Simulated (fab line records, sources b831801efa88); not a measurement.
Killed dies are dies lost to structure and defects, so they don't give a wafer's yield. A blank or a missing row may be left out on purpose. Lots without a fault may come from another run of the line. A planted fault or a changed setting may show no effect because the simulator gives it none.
A struck lot beside a sound one | flow sky130 | 15 steps out of a route of 708
Sound: wafers L102.1, L102.2, L102.6. Struck: wafers L116.1, L116.2, L116.5. The cause comes at the end.
At each step with rows: each side's tool, then ch and its chambers, then its first start. Under that, the readings that differ: sound wafers | struck wafers | difference of the means | sigmas: that difference in standard deviations of wafers without a fault.
alike: readings whose means differ by less than 2 such deviations, and words and numbers that are the same on both sides. not compared: withheld readings, readings that some wafer has no value for, bounds like >300 that may hide the same value, and numbers for which the record gives no deviation and whose values overlap.
The two part at a step that has a row with sigmas, a row that says differs or no value, or rows on one side only. Numbers that don't overlap but have no deviation are shown without sigmas and don't part them. A reading that every wafer of one side lacks parts them only if that side has two wafers or more.

first, 7 steps without rows for these wafers: SKY_LDD_N_DEHYDRATE_00 (time 60 s); SKY_LDD_N_HMDS_01 (prime time 60 s); SKY_LDD_N_COAT_02 (resist thk 300 nm); SKY_LDD_N_SOFTBAKE_03 (time 60 s); SKY_LDD_N_EXPOSE_04 (exposes mask NTM, target cd 840 nm); SKY_LDD_N_PEB_05; SKY_LDD_N_DEVELOP_06 (develop time 60 s).
SKY_LDD_N_OVL_MEAS_07:
  sound on overlay-02, day 18 10:46; struck on overlay-01, day 24 00:34
  reading        | sound          | struck      | difference | sigmas
  LDD_N_OVL (nm) | -0.6 -2.2 -0.4 | 1.4 1.0 4.0 | +3.2       | +2
then, 4 steps without rows for these wafers: SKY_LDD_N_IMPLANT_08; SKY_LDD_N_IMPLANT_09; SKY_LDD_N_IMPLANT_10; SKY_LDD_N_IMPLANT_11.
SKY_LDD_N_IMPLANT_12:
  sound on implanter-01 ch 0, day 18 11:25; struck on implanter-01 ch 0, day 24 01:11
  reading            | sound                | struck               | difference | sigmas
  tilt_deg (degrees) | 29.997 30.026 29.993 | -0.015 -0.001 -0.020 | -30.017    | -99 or more
  alike: beam_energy_keV, beam_on_s
then, 1 step without rows for these wafers: SKY_LDD_N_IMPLANT_13.
-- the record jumps here: 26 days lie between the struck wafers' starts before and after (it left off in module LDD_N and takes up again in module PAD_OPEN, whose first step shown is number 708 of the route) --
SKY_PAD_OPEN_PROBE_99:
  sound on prober-02, day 46 07:21; struck on prober-01, day 49 22:16
  reading                                    | sound                | struck               | difference | sigmas
  model.etest.nfet_01v8_lvt.vt_sat_v (V)     | 0.527 0.5202 0.5413  | 0.4815 0.4871 0.4845 | -0.0451    |
  model.etest.nfet_01v8.vt_sat_v (V)         | 0.6345 0.6386 0.6536 | 0.6044 0.6065 0.6107 | -0.0350    |
  model.etest.sram_nfet_pass.vt_sat_v (V)    | 0.5682 0.5641 0.5728 | 0.5244 0.5267 0.5235 | -0.0435    |
  model.etest.nfet_01v8_swapped.vt_sat_v (V) | 0.6395 0.6364 0.6511 | 0.6602 0.666 0.6726  | +0.0239    |
  alike: killed_at_M0_to_M3, killed_at_M4_up, killed_at_contacts, killed_at_front_end, killed_at_other, killed_dies, killed_open, killed_short

WHERE THEY PART
First at SKY_LDD_N_OVL_MEAS_07; last, within this record, at SKY_LDD_N_IMPLANT_12. Later steps at which nothing parts them and some readings are alike: SKY_PAD_OPEN_PROBE_99.

WHY: what the simulator had put in
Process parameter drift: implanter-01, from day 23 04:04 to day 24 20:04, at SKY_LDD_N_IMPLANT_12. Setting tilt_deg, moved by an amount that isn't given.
